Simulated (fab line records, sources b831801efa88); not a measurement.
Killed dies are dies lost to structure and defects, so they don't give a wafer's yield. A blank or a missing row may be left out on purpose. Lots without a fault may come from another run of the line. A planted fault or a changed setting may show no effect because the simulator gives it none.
Which tool did it? | flow gf180mcu | 13 lots, 39 wafers sampled, at 5 steps of a route of 602

WHAT THE GAUGES READ, wafer by wafer
GF_M2_THK_MEAS_06: measures by xrf.
lot  | measured     | on            | M2_ALCU_THK (nm)
L827 | day 18 05:38 | film_metro-01 | 431 435 432
L828 | day 18 12:25 | film_metro-02 | 434 437 434
L830 | day 19 02:03 | film_metro-02 | 456 451 453
L831 | day 19 12:00 | film_metro-04 | 443 441 442
L832 | day 19 22:59 | film_metro-01 | 439 440 441
L834 | day 20 18:27 | film_metro-04 | 437 436 436
L838 | day 22 06:44 | film_metro-02 | 442 436 439
L839 | day 22 13:10 | film_metro-04 | 445 445 444
L844 | day 24 18:13 | film_metro-01 | 431 439 440
L848 | day 25 13:38 | film_metro-04 | 439 439 438
L847 | day 25 13:43 | film_metro-01 | 443 442 437
L849 | day 25 23:18 | film_metro-04 | 438 435 437
L850 | day 26 08:25 | film_metro-01 | 441 441 434

GF_V2_THK_MEAS_01.
lot  | measured     | on            | V2_CVD_00_THK (nm)
L827 | day 19 07:16 | film_metro-03 | 598 593 599
L828 | day 19 13:38 | film_metro-01 | 611 605 608
L830 | day 20 03:11 | film_metro-01 | 605 601 602
L831 | day 20 12:46 | film_metro-01 | 594 595 605
L832 | day 20 23:58 | film_metro-03 | 606 610 602
L834 | day 21 18:30 | film_metro-03 | 595 602 595
L838 | day 23 05:39 | film_metro-02 | 609 603 488
L839 | day 23 12:43 | film_metro-03 | 608 485 607
L844 | day 25 16:55 | film_metro-03 | 605 595 603
L848 | day 26 11:10 | film_metro-03 | 594 594 589
L847 | day 26 11:45 | film_metro-02 | 608 601 609
L849 | day 26 21:29 | film_metro-03 | 602 604 599
L850 | day 27 06:13 | film_metro-03 | 594 605 592

WHICH TOOL RAN EACH LOT (tool, then ch and the chambers of the sampled wafers, then the start)
lot  | GF_V1_CVD_23                  | GF_M2_SPUTTER_01             | GF_V2_CVD_00
L827 | cvd_w-02 ch 0,1, day 18 04:26 | pvd_sputter-01, day 18 05:23 | hdpcvd-02 ch 0,2, day 19 07:11
L828 | cvd_w-01 ch 0,1, day 18 11:29 | pvd_sputter-04, day 18 12:11 | hdpcvd-01 ch 0,1, day 19 13:34
L830 | cvd_w-02 ch 0,1, day 19 01:07 | pvd_sputter-02, day 19 01:48 | hdpcvd-01 ch 1,2, day 20 03:07
L831 | cvd_w-02 ch 0,1, day 19 11:04 | pvd_sputter-02, day 19 11:46 | hdpcvd-01 ch 1,2, day 20 12:41
L832 | cvd_w-02 ch 0,1, day 19 22:05 | pvd_sputter-01, day 19 22:44 | hdpcvd-01 ch 0,1,2, day 20 23:52
L834 | cvd_w-02 ch 0,1, day 20 17:28 | pvd_sputter-04, day 20 18:13 | hdpcvd-02 ch 1,2, day 21 18:25
L838 | cvd_w-02 ch 0,1, day 22 05:49 | pvd_sputter-01, day 22 06:30 | hdpcvd-01 ch 0,1,2, day 23 05:34
L839 | cvd_w-02 ch 0,1, day 22 12:14 | pvd_sputter-01, day 22 12:55 | hdpcvd-01 ch 0,2, day 23 12:38
L844 | cvd_w-01 ch 0,1, day 24 17:17 | pvd_sputter-02, day 24 17:58 | hdpcvd-02 ch 0,2, day 25 16:51
L848 | cvd_w-01 ch 0,1, day 25 12:42 | pvd_sputter-04, day 25 13:23 | hdpcvd-02 ch 1,2, day 26 11:06
L847 | cvd_w-02 ch 1, day 25 12:47   | pvd_sputter-01, day 25 13:28 | hdpcvd-01 ch 0,2, day 26 11:41
L849 | cvd_w-01 ch 0,1, day 25 22:23 | pvd_sputter-04, day 25 23:02 | hdpcvd-02 ch 0,1, day 26 21:24
L850 | cvd_w-01 ch 0,1, day 26 07:25 | pvd_sputter-01, day 26 08:10 | hdpcvd-02 ch 1,2, day 27 06:08
- GF_V1_CVD_23: deposits W, target thk 350 nm, time 105.05 s.
- GF_M2_SPUTTER_01: material TiN, target thk 30 nm, time 25 s.
- GF_V2_CVD_00: deposits SiO2, target thk 600 nm, time 100 s.

WHAT THE TOOLS THEMSELVES READ (means of the sampled wafers that have a number; where no wafer has one, the mark that the record gives instead)
GF_V1_CVD_23.
lot  | tool     | chamber_pressure_Torr (Torr) | heater_power_w (W)
L827 | cvd_w-02 | 39.95                        | 850
L828 | cvd_w-01 | 40.03                        | 914
L830 | cvd_w-02 | 39.98                        | 889
L831 | cvd_w-02 | 39.95                        | 890
L832 | cvd_w-02 | 39.98                        | 898
L834 | cvd_w-02 | 40.00                        | 889
L838 | cvd_w-02 | 40.01                        | 865
L839 | cvd_w-02 | 40.07                        | 897
L844 | cvd_w-01 | 40.02                        | 925
L848 | cvd_w-01 | 39.92                        | 869
L847 | cvd_w-02 | 40.13                        | 834
L849 | cvd_w-01 | 40.03                        | 860
L850 | cvd_w-01 | 39.88                        | 926

GF_M2_SPUTTER_01.
lot  | tool           | throttle_valve_pct (%)
L827 | pvd_sputter-01 | 30.5
L828 | pvd_sputter-04 | 30.8
L830 | pvd_sputter-02 | 29.6
L831 | pvd_sputter-02 | 29.5
L832 | pvd_sputter-01 | 30.2
L834 | pvd_sputter-04 | 29.8
L838 | pvd_sputter-01 | 30.3
L839 | pvd_sputter-01 | 30.2
L844 | pvd_sputter-02 | 29.5
L848 | pvd_sputter-04 | 29.7
L847 | pvd_sputter-01 | 30.3
L849 | pvd_sputter-04 | 30.6
L850 | pvd_sputter-01 | 30.6

GF_V2_CVD_00.
lot  | tool      | sih4_flow_sccm (sccm)
L827 | hdpcvd-02 | 59.82
L828 | hdpcvd-01 | 59.95
L830 | hdpcvd-01 | 59.91
L831 | hdpcvd-01 | 59.90
L832 | hdpcvd-01 | 59.85
L834 | hdpcvd-02 | 60.09
L838 | hdpcvd-01 | 56.02
L839 | hdpcvd-01 | 56.05
L844 | hdpcvd-02 | 60.08
L848 | hdpcvd-02 | 60.05
L847 | hdpcvd-01 | 60.31
L849 | hdpcvd-02 | 60.23
L850 | hdpcvd-02 | 60.05

THE ANSWER, worked out from the rows above alone
Rule: what is usual is taken from the lots themselves. Put in order of their means at a reading, lots are off if they are a third of the lots or fewer, leave a main group of 4 or more, and stand apart from it by a gap of 3 or more times the standard deviation of the main group's means; of several such gaps the widest counts. A main group whose means are all the same, to the digits that the tables above print for the reading, isn't used. A lot without any number at a reading at which 4 lots or more have one is off too. The other lots that the step has rows for count as sound. The gauges are gone through in route order, then the tools' own readings, and for those a lot's mean is taken as printed above. The first step at which some lot is off is used, and at that step the reading that is off furthest; a lot without a number counts as furthest.
Off: L838, L839, at GF_V2_THK_MEAS_01 (V2_CVD_00_THK). The main group: mean 601 nm, standard deviation 4.6.
A tool fits if, at a process step before that reading, it ran every lot that is off, and no sound lot after the first of them. The gauges at GF_V2_THK_MEAS_01 aren't tried: what is off there is off at GF_V2_CVD_00 too, on other tools, and a gauge's error can't cause that. None of those tried fits.

WHAT THE SIMULATOR HAD PUT IN
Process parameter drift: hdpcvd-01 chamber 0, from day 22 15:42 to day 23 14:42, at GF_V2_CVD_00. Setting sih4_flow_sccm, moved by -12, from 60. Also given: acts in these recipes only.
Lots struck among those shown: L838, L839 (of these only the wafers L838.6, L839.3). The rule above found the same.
